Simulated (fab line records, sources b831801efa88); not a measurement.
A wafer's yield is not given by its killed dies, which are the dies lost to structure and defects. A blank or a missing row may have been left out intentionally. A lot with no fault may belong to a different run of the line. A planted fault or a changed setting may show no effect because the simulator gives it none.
The tool behind it: which one? | flow gf180mcu | 24 lots, 72 wafers sampled, at 3 steps of a route of 602

== WHAT EACH GAUGE READ, for each wafer ==
GF_VT_IMPLANT_TW_MEAS_32. Usual: VT_IMPLANT_3_TW gives 269 (standard deviation 3.2).
lot  | measured     | on            | VT_IMPLANT_3_TW | flag
L074 | day 6 20:37  | film_metro-04 | 265 266 267     |
L075 | day 7 03:17  | film_metro-02 | 265 265 265     |
L076 | day 7 12:05  | film_metro-03 | 274 271 272     |
L077 | day 7 18:03  | film_metro-04 | 267 269 267     |
L078 | day 7 22:20  | film_metro-02 | 267 267 267     |
L079 | day 8 09:18  | film_metro-02 | 268 267 268     |
L080 | day 8 13:05  | film_metro-02 | 267 266 267     |
L081 | day 8 20:50  | film_metro-02 | 266 268 266     |
L082 | day 9 03:05  | film_metro-04 | 270 268 267     |
L083 | day 9 10:29  | film_metro-04 | 269 268 267     |
L084 | day 9 15:06  | film_metro-02 | 269 267 268     |
L085 | day 9 20:39  | film_metro-03 | 275 275 273     |
L086 | day 10 00:44 | film_metro-03 | 274 273 273     |
L087 | day 10 11:53 | film_metro-03 | 274 274 274     |
L088 | day 10 16:43 | film_metro-02 | 270 269 268     |
L089 | day 11 01:08 | film_metro-03 | 277 276 277     |
L090 | day 11 04:29 | film_metro-04 | 267 267 268     |
L091 | day 11 10:20 | film_metro-04 | 267 268 266     |
L092 | day 11 19:56 | film_metro-04 | 267 267 267     |
L093 | day 11 23:17 | film_metro-02 | 267 268 268     |
L094 | day 12 07:44 | film_metro-04 | 266 266 265     |
L095 | day 12 12:04 | film_metro-02 | 269 269 268     |
L096 | day 12 21:14 | film_metro-03 | 275 274 276     |
L097 | day 13 02:24 | film_metro-04 | 269 268 270     |

GF_POLY_GATE_CD_MEAS_18. Usual: cd_nm at 279.6 nm, with a standard deviation of 2.
lot  | measured     | on        | cd_nm (nm)        | flag
L074 | day 9 10:43  | cd_sem-01 | 278.2 275.7 277.4 |
L075 | day 9 15:52  | cd_sem-01 | 278.9 279.6 280.0 |
L076 | day 9 22:47  | cd_sem-01 | 282.3 281.1 278.6 |
L077 | day 10 10:02 | cd_sem-01 | 281.0 279.3 277.7 |
L078 | day 10 13:37 | cd_sem-01 | 279.8 280.6 277.1 |
L079 | day 10 23:23 | cd_sem-01 | 278.7 277.1 277.9 |
L080 | day 11 05:23 | cd_sem-02 | 282.0 277.8 280.9 |
L081 | day 11 12:35 | cd_sem-01 | 279.6 283.0 281.1 |
L082 | day 11 17:20 | cd_sem-01 | 280.4 281.2 282.6 |
L083 | day 12 00:37 | cd_sem-02 | 281.3 281.2 284.5 |
L084 | day 12 08:51 | cd_sem-01 | 276.4 281.2 278.6 |
L085 | day 12 13:51 | cd_sem-02 | 282.4 282.2 282.5 |
L086 | day 12 17:17 | cd_sem-02 | 280.2 281.4 277.9 |
L087 | day 13 04:12 | cd_sem-02 | 281.4 278.7 280.2 |
L088 | day 13 09:49 | cd_sem-02 | 280.3 280.7 280.7 |
L089 | day 13 19:53 | cd_sem-02 | 278.7 278.5 278.5 |
L090 | day 14 00:31 | cd_sem-01 | 281.9 282.3 282.6 |
L091 | day 14 06:26 | cd_sem-02 | 277.9 277.2 279.2 |
L092 | day 14 16:19 | cd_sem-02 | 278.1 281.7 275.8 |
L093 | day 14 22:17 | cd_sem-01 | 279.0 279.0 278.5 |
L094 | day 15 03:29 | cd_sem-01 | 281.7 277.7 274.0 |
L095 | day 15 10:25 | cd_sem-02 | 279.6 278.9 277.3 |
L096 | day 15 21:54 | cd_sem-01 | 277.9 276.1 279.2 |
L097 | day 16 00:46 | cd_sem-01 | 280.9 281.6 279.8 |

GF_V2_THK_MEAS_25: measures by xrf. Usual: V2_W_THK gives 346 nm (standard deviation 4.6).
lot  | measured     | on            | V2_W_THK (nm) | flag
L074 | day 20 10:39 | film_metro-04 | 338 342 342   |
L075 | day 20 18:25 | film_metro-04 | 340 339 335   |
L076 | day 21 05:14 | film_metro-01 | 356 351 349   |
L077 | day 21 17:38 | film_metro-04 | 344 346 340   |
L078 | day 21 23:16 | film_metro-04 | 344 341 346   |
L079 | day 22 13:05 | film_metro-04 | 341 344 346   |
L080 | day 22 21:58 | film_metro-04 | 342 344 342   |
L081 | day 23 04:44 | film_metro-04 | 345 347 345   |
L082 | day 23 10:24 | film_metro-03 | 342 345 342   |
L083 | day 23 21:08 | film_metro-01 | 341 343 340   |
L084 | day 24 06:18 | film_metro-03 | 347 341 348   |
L085 | day 24 12:02 | film_metro-04 | 345 341 345   |
L086 | day 24 12:05 | film_metro-03 | 349 345 345   |
L087 | day 25 04:11 | film_metro-04 | 344 350 345   |
L088 | day 25 08:37 | film_metro-04 | 343 343 346   |
L089 | day 25 17:41 | film_metro-04 | 348 350 349   |
L090 | day 25 23:14 | film_metro-04 | 353 354 353   |
L091 | day 26 07:13 | film_metro-04 | 346 345 336   |
L092 | day 26 15:10 | film_metro-04 | 344 344 343   |
L093 | day 26 22:15 | film_metro-01 | 350 349 345   |
L094 | day 27 03:29 | film_metro-03 | 351 353 349   |
L095 | day 27 10:10 | film_metro-01 | 354 354 357   |
L096 | day 27 21:17 | film_metro-01 | 354 350 353   |
L097 | day 27 22:32 | film_metro-03 | 349 352 350   |

== WHAT TOOL EACH LOT RAN ON (gives the tool, then ch and the chambers of the sampled wafers, and finally the start) ==
The record holds no process step before these readings.

== WHAT THE TOOLS THEMSELVES READ (means of the sampled wafers that have a number; where no wafer has one, the mark that the record gives instead) ==
The record holds no such reading with a usual standard deviation.

== THE ANSWER, worked out from the rows above alone ==
Rule: a lot counts as off when the mean over its wafers that have a number is more than 3 standard deviations away from the usual mean. Also off: a lot with no number at a reading for which 4 or more lots have one. Where the step has rows for the other lots, those lots are counted as sound. After the gauges, taken in route order, come the tools' own readings; for these a lot's mean is taken, as printed above. At the first step where some lot is off, the reading lying furthest off is the one used; lots without a number count as furthest.
No lot is off at any reading shown: from this, nothing can be told.

== WHAT THE SIMULATOR HAD INSERTED ==
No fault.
